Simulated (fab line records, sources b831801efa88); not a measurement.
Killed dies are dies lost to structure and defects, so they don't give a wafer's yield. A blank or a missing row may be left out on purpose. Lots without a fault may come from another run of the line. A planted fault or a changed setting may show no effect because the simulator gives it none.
One fault seen from 2 desks | flow gf180mcu | each desk has only its own numbers; what lay behind them comes last

THE METROLOGY DESK
What the gauges read, lot by lot, whatever tool the lot ran on: means of the sampled wafers that have a number. A lot is out of limits, marked OUT, if its mean lies more than 4 standard deviations from the usual mean; the brackets give that distance.
Columns: A = M1_ALCU_THK at GF_M1_THK_MEAS_06, usual 447 nm; B = M2_ALCU_RS at GF_M2_RS_MEAS_05, usual 0.0698 ohm/sq; C = M2_ALCU_THK at GF_M2_THK_MEAS_06, usual 445 nm
lot  | first seen here | A   | B      | C
L158 | day 16 10:55    | 447 | 0.0693 | 448
L160 | day 17 00:56    | 445 | 0.0698 | 447
L169 | day 20 18:23    | 453 | 0.0727 | 429
L170 | day 20 23:03    | 449 | 0.0706 | 441
L172 | day 21 23:01    | 441 | 0.0695 | 445
L174 | day 22 12:16    | 448 | 0.0687 | 453
L175 | day 22 14:47    | 439 | 0.0703 | 441
L177 | day 23 10:28    | 442 | 0.0698 | 443
L178 | day 23 16:53    | 448 | 0.0689 | 451
L179 | day 24 00:24    | 446 | 0.0708 | 441
L180 | day 24 08:26    | 452 | 0.0692 | 449
This desk's finding: nothing out of limits on any of the 11 lots.

THE TOOL OWNER'S DESK: pvd_sputter-03
The tool's own readings at GF_M2_SPUTTER_02 (material AlCu, target thk 450 nm, time 23.9 s): means of the sampled wafers that have a number, for each lot that ran on this tool. A lot is out of limits, marked OUT, if its mean lies more than 4 standard deviations from the usual mean; the brackets give that distance.
Columns: A = throttle_valve_pct at GF_M2_SPUTTER_02, usual 30.5 %
lot  | first seen here | A
L158 | day 18 11:16    | 30.8
L160 | day 19 02:56    | 31.1
L169 | day 22 20:02    | 31.0
L170 | day 23 00:42    | 30.8
L178 | day 25 16:07    | 30.5
This desk's finding: nothing out of limits on any of the 5 lots.

PUT TOGETHER
The metrology desk saw nothing out of limits.
The tool owner's desk saw nothing out of limits.

WHAT THE SIMULATOR HAD PUT IN
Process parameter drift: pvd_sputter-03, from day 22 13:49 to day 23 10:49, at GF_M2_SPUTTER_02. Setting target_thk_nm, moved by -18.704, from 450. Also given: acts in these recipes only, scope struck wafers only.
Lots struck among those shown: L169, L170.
